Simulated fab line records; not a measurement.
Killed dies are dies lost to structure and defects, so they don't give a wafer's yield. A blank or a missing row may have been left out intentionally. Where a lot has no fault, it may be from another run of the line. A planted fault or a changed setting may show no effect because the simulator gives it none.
A lot that was struck, set against a sound lot ; flow sky130 ; 19 out of 708 route steps
Sound: the wafers L239.1, L239.2, L239.3. Wafers struck: L245.1, L245.3, L245.5. The cause comes at the end.
For every step that has rows: the tool of each side, followed by ch and its chambers, followed by its first start. Under that, the readings that differ: sound wafers ; struck wafers ; difference of the means ; sigmas: that difference in standard deviations of wafers without a fault.
alike: words and numbers the same on both sides, and readings whose means are apart by under 2 such deviations; not compared: readings that were withheld, readings missing a value for some wafer, numbers with overlapping values and no deviation given by the record, and bounds like >300 which may hide the same value.
The two part at a step that has a row with sigmas, a row that says differs or no value, or rows on one side only. Numbers that don't overlap but have no deviation are shown without sigmas and don't part them. A reading that every wafer of one side lacks parts them only if that side has two wafers or more.

first, 4 steps without rows for these wafers: SKY_VT_ADJUST_LVTN_SOFTBAKE_14 (time 60 s); SKY_VT_ADJUST_LVTN_EXPOSE_15 (exposes mask HVN STD DERIVED, target cd 600 nm); SKY_VT_ADJUST_LVTN_PEB_16; SKY_VT_ADJUST_LVTN_DEVELOP_17 (develop time 60 s).
SKY_VT_ADJUST_LVTN_OVL_MEAS_18:
  sound on overlay-01 at day 8 07:41; struck on overlay-01 at day 10 06:44
  alike: VT_ADJUST_LVTN_01_OVL
following that, these wafers have no rows for 1 step: SKY_VT_ADJUST_LVTN_IMPLANT_19.
SKY_VT_ADJUST_LVTN_STRIP_20: strips in O2/N2.
  sound on plasma-asher-01 ch 0,1, day 8 07:52; struck on plasma-asher-01 ch 0,1, day 10 06:55
  alike: drypump-motor-current-A, oes-product-au, strip-time-to-endpoint-s
  not compared: rf-hours-counter-h
SKY_VT_ADJUST_LVTN_TW_MEAS_21:
  sound on film-metro-02 at day 8 07:58; struck on film-metro-04 at day 10 07:01
  alike: VT_ADJUST_LVTN_2_TW
then, 4 steps without rows for these wafers: SKY_VT_ADJUST_NCORE_DEHYDRATE_00 (time 60 s); SKY_VT_ADJUST_NCORE_HMDS_01 (prime time 60 s); SKY_VT_ADJUST_NCORE_COAT_02 (resist thk 1140 nm); SKY_VT_ADJUST_NCORE_SOFTBAKE_03 (time 60 s).
SKY_VT_ADJUST_NCORE_EXPOSE_04: exposes mask LVTN COMPLEMENT THIN, target cd 380 nm.
  sound on iline-stepper-02 ch 0, day 8 18:13; struck on iline-stepper-02 ch 0, day 10 18:19
reading;sound;struck;difference;sigmas
model.VT_ADJUST_NCORE.overlay-x-nm (nm);0.6911 0.6911 0.6911;131 131 131;+130;
  alike: mask, stage-vel-mm-s
then, 2 steps without rows for these wafers: SKY_VT_ADJUST_NCORE_PEB_05; SKY_VT_ADJUST_NCORE_DEVELOP_06 (develop time 60 s).
SKY_VT_ADJUST_NCORE_CD_MEAS_07: target cd 380 nm.
  sound on cd-sem-01 at day 9 04:40; struck on cd-sem-01 at day 11 05:19
  alike: cd-nm
SKY_VT_ADJUST_NCORE_OVL_MEAS_08:
  sound on overlay-01 at day 9 04:47; struck on overlay-01 at day 11 05:26
reading;sound;struck;difference;sigmas
VT_ADJUST_NCORE_OVL (nm);1.2 -0.3 1.6;133.5 132.1 131.9;+131.7;+88
following that, these wafers have no rows for 1 step: SKY_VT_ADJUST_NCORE_IMPLANT_09.
-- the record jumps here: 37 days lie between the struck wafers' starts before and after (it left off in module VT_ADJUST_NCORE and takes up again in module PAD_OPEN, whose first step shown is number 708 of the route) --
SKY_PAD_OPEN_PROBE_99:
  sound on prober-01 at day 46 07:56; struck on prober-02 at day 48 03:39
reading;sound;struck;difference;sigmas
model.etest.sram-nfet-pass.drive-ua-um;469.6 478 485.2;521 515.5 536.2;+47;
model.etest.sram-nfet-pass.off-log10-a-um;-13.1 -12.91 -12.65;-12.28 -12.47 -12.2;+0.57;
model.etest.sram-nfet-pass.vt-sat-v (V);0.5992 0.5846 0.5741;0.525 0.533 0.5108;-0.063;
model.etest.sram-nfet-pass.vt-v (V);0.6991 0.6869 0.6774;0.6398 0.644 0.6256;-0.0513;
  alike: killed_at_M0_to_M3, killed_at_M4_up, killed-at-contacts, killed-at-front-end, killed-at-other, killed-dies, killed-open, killed-short

## WHERE THEY PART
Only at SKY_VT_ADJUST_NCORE_OVL_MEAS_08, as far as this record shows. Later steps at which nothing parts them and some readings are alike: SKY_PAD_OPEN_PROBE_99.

WHY: what had been put in by the simulator
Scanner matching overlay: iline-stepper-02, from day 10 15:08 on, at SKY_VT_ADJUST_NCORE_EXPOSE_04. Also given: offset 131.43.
